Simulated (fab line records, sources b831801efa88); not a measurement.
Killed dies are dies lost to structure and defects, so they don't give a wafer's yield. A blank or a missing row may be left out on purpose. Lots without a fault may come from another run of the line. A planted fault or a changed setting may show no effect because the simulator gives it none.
Which tool did it? | flow gf180mcu | 6 lots, 18 wafers sampled, at 2 steps of a route of 602

WHAT THE GAUGES READ, wafer by wafer
GF_V5_THK_MEAS_25: measures by xrf.
lot  | measured     | on            | V5_W_THK (nm)
L975 | day 28 11:19 | film_metro-01 | 342 346 345
L977 | day 29 06:41 | film_metro-04 | 343 337 341
L979 | day 29 15:56 | film_metro-04 | 339 339 337
L984 | day 30 22:19 | film_metro-04 | 342 337 345
L986 | day 31 11:16 | film_metro-04 | 352 346 346
L995 | day 33 11:51 | film_metro-02 | 353 353 349

WHICH TOOL RAN EACH LOT (tool, then ch and the chambers of the sampled wafers, then the start)
lot  | GF_M3_METAL_ETCH_16
L975 | rie_metal-03 ch 0,1, day 22 18:50
L977 | rie_metal-04 ch 0,1, day 23 20:23
L979 | rie_metal-04 ch 0,1, day 24 05:57
L984 | rie_metal-03 ch 0,1, day 25 17:00
L986 | rie_metal-03 ch 0,1, day 26 05:20
L995 | rie_metal-04 ch 0,1, day 28 16:17
- GF_M3_METAL_ETCH_16: etches the open film in Cl2/BCl3, stops on SiO2, target depth 750.8 nm, time 125.1 s.

THE ANSWER, worked out from the rows above alone
Rule: what is usual is taken from the lots themselves. Put in order of their means at a reading, lots are off if they are a third of the lots or fewer, leave a main group of 4 or more, and stand apart from it by a gap of 3 or more times the standard deviation of the main group's means; of several such gaps the widest counts. A main group whose means are all the same, to the digits that the tables above print for the reading, isn't used. A lot without any number at a reading at which 4 lots or more have one is off too. The other lots that the step has rows for count as sound.
No lot is off at any reading shown: from this, nothing can be told.

WHAT THE SIMULATOR HAD PUT IN
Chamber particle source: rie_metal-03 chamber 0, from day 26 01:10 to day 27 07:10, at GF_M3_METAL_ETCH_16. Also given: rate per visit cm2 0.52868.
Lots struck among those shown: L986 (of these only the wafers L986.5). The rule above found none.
